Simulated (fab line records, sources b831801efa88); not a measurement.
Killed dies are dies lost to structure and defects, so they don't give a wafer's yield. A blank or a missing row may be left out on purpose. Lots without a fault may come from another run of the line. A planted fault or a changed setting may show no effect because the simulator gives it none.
Chamber matching | flow sky130 | SKY_LI_CONTACT_CMP_02 on cmp-01: 4 sister chambers
The step polishes PSG. 8 wafers are shown with their chamber, then 7 later ones without.

WAFERS WITH THEIR CHAMBER
wafer  | chamber | edge_zone_pressure_frac | time_to_endpoint_s (s)
L327.2 | 1       | 0.992                   | 37
L327.6 | 1       | 0.995                   | 37
L328.5 | 2       | 1.000                   | 33
L333.3 | 3       | 1.003                   | 38
L333.4 | 0       | 0.997                   | 42
L333.6 | 2       | 1.003                   | 38
L334.1 | 0       | 0.999                   | 39
L334.2 | 3       | 0.997                   | 37

WAFERS WITHOUT THEIR CHAMBER
wafer  | edge_zone_pressure_frac | time_to_endpoint_s (s)
L334.4 | 1.001                   | 35
L348.1 | 0.995                   | 32
L348.2 | 1.000                   | 35
L348.4 | 0.995                   | 31
L347.2 | 1.005                   | 32
L347.3 | 0.997                   | 33
L347.4 | 0.997                   | 34

WHICH CHAMBER EACH WENT THROUGH
wafer  | from the rows above               | in truth
L334.4 | can't be placed: 2 or 3           | 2
L348.1 | can't be placed: 1 or 2 or 3 or 0 | 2
L348.2 | can't be placed: 2 or 3 or 1      | 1
L348.4 | can't be placed: 1 or 2 or 3 or 0 | 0
L347.2 | can't be placed: 2 or 3           | 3
L347.3 | can't be placed: 2 or 1 or 3 or 0 | 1
L347.4 | can't be placed: 2 or 1 or 3 or 0 | 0
Placed correctly: 0 of 7. Can't be placed from these rows: 7 (the true chamber is among the candidates in 7). Placed wrongly: 0.
How it was worked out, from the rows above alone: a wafer's distance from a chamber is the root of the sum, over the readings, of the square of ((its reading less the chamber's mean) divided by the reading's scatter). The wafer belongs to the nearest chamber; if the next one is less than 2 further off, it can't be placed. A chamber's mean is the mean of its shown wafers. The scatter: the root of (the sum of the squares of (reading less its chamber's mean) over the shown wafers, divided by (wafers less chambers)).
